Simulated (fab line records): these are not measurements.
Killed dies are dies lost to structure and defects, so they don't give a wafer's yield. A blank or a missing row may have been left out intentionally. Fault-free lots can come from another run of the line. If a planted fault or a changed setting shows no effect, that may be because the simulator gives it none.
Which tool did it? + flow gf180mcu + 33 wafers from 11 lots sampled at 2 of the route's 602 steps

== WHAT THE GAUGES SHOWED, per wafer ==
GF_V3_THK_MEAS_25: measures by xrf. Usual: for V3_W_THK the level is 349 nm and the standard deviation is 4.2.
| lot  | measured     | on            | V3_W_THK (nm) | flag |
|------|--------------|---------------|---------------|------|
| L753 | day 22 05:07 | film-metro-04 | 350 349 353   |      |
| L754 | day 22 13:13 | film-metro-04 | 351 346 351   |      |
| L755 | day 23 00:21 | film-metro-04 | 344 340 344   |      |
| L756 | day 23 10:14 | film-metro-01 | 350 350 350   |      |
| L757 | day 23 15:31 | film-metro-02 | 354 355 355   |      |
| L764 | day 26 08:05 | film-metro-01 | 339 343 345   |      |
| L767 | day 27 06:03 | film-metro-02 | 344 342 346   |      |
| L769 | day 27 23:06 | film-metro-02 | 343 350 340   |      |
| L770 | day 28 08:05 | film-metro-04 | 352 343 353   |      |
| L773 | day 28 23:52 | film-metro-02 | 354 348 353   |      |
| L775 | day 29 20:23 | film-metro-01 | 345 347 345   |      |

== WHICH TOOL RAN EACH LOT (tool, then ch and the chambers of the sampled wafers, then the start) ==
| lot  | GF_V3_CVD_23                  |
|------|-------------------------------|
| L753 | cvd-w-02 ch 0,1, day 22 04:52 |
| L754 | cvd-w-01 ch 0,1, day 22 12:59 |
| L755 | cvd-w-01 ch 0,1, day 23 00:07 |
| L756 | cvd-w-01 ch 0,1, day 23 10:01 |
| L757 | cvd-w-02 ch 0,1, day 23 15:16 |
| L764 | cvd-w-01 ch 0, day 26 07:46   |
| L767 | cvd-w-02 ch 1, day 27 05:49   |
| L769 | cvd-w-01 ch 0,1, day 27 22:52 |
| L770 | cvd-w-02 ch 0,1, day 28 07:51 |
| L773 | cvd-w-01 ch 0,1, day 28 23:37 |
| L775 | cvd-w-02 ch 0,1, day 29 20:08 |
- GF_V3_CVD_23: deposits W, target thk 350 nm, time 104.9 s.

== AS READ BY THE TOOLS THEMSELVES (means over the sampled wafers that have a number; for cases with no such wafer, the mark the record gives instead) ==
GF_V3_CVD_23. Usual: heater-power-w at 813 W, with a standard deviation of 110.
| lot  | tool     | heater-power-w (W) | flag |
|------|----------|--------------------|------|
| L753 | cvd-w-02 | 892                |      |
| L754 | cvd-w-01 | 730                |      |
| L755 | cvd-w-01 | 795                |      |
| L756 | cvd-w-01 | 805                |      |
| L757 | cvd-w-02 | 909                |      |
| L764 | cvd-w-01 | 670                |      |
| L767 | cvd-w-02 | 951                |      |
| L769 | cvd-w-01 | 739                |      |
| L770 | cvd-w-02 | 917                |      |
| L773 | cvd-w-01 | 792                |      |
| L775 | cvd-w-02 | 902                |      |

== THE ANSWER, worked out from the rows above alone ==
Rule: a lot counts as off when the mean over its wafers that have a number is more than 3 standard deviations away from the usual mean. Also off: a lot with no number at a reading for which 4 or more lots have one. Where the step has rows for the other lots, those lots are counted as sound. The gauges are gone through in route order, then the tools' own readings, and for those a lot's mean is taken as printed above. At the first step where some lot is off, the reading lying furthest off is the one used; lots without a number count as furthest.
Nothing can be told from this: no lot is off at any reading shown.

== WHAT THE SIMULATOR PUT IN ==
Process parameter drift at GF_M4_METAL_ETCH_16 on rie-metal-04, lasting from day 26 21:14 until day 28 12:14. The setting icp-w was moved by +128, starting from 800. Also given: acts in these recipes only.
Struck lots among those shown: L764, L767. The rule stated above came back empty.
